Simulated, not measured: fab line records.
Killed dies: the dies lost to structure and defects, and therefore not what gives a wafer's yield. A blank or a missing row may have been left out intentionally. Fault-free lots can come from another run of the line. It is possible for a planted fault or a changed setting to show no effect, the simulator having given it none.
Chamber matching	flow sky130	cmp-01 running SKY_VIA1_CMP_02: 4 sister chambers
The step polishes SiO2. 4 wafers are shown with their chamber, then 12 later ones without.

EACH WAFER AND ITS CHAMBER
wafer	chamber	motor current A (A)
L079.6	1	11.3
L085.1	0	10.9
L092.5	2	13.8
L092.6	3	14.5

WAFERS WITHOUT THEIR CHAMBER
wafer	motor current A (A)
L091.1	10.6
L091.2	11.0
L091.6	15.3
L093.2	14.1
L093.3	13.5
L093.4	10.4
L096.1	11.5
L096.4	15.2
L096.5	14.1
L095.1	11.6
L095.5	14.0
L095.6	14.8

THE CHAMBER EACH PASSED THROUGH
wafer	from the rows above	in truth
L091.1	can't be placed: 0 or 1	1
L091.2	can't be placed: 0 or 1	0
L091.6	can't be placed: 3 or 2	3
L093.2	can't be placed: 2 or 3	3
L093.3	can't be placed: 2 or 3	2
L093.4	can't be placed: 0 or 1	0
L096.1	can't be placed: 1 or 0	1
L096.4	can't be placed: 3 or 2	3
L096.5	can't be placed: 2 or 3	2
L095.1	can't be placed: 1 or 0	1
L095.5	can't be placed: 2 or 3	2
L095.6	can't be placed: 3 or 2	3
Correctly placed: 0 of 12. These rows do not allow placing 12 (true chamber among the candidates in 12). 0 placed wrongly.
How it was worked out, from the rows above alone: a wafer's distance from a chamber is the root of the sum, over the readings, of the square of ((its reading less the chamber's mean) divided by the reading's scatter). The wafer belongs to the nearest chamber; if the next one is less than 2 further off, it can't be placed. The mean given for a chamber averages the wafers shown for that chamber. The scatter: root of mean squared gap, hidden wafer to nearest shown wafer, with one shown wafer a chamber.
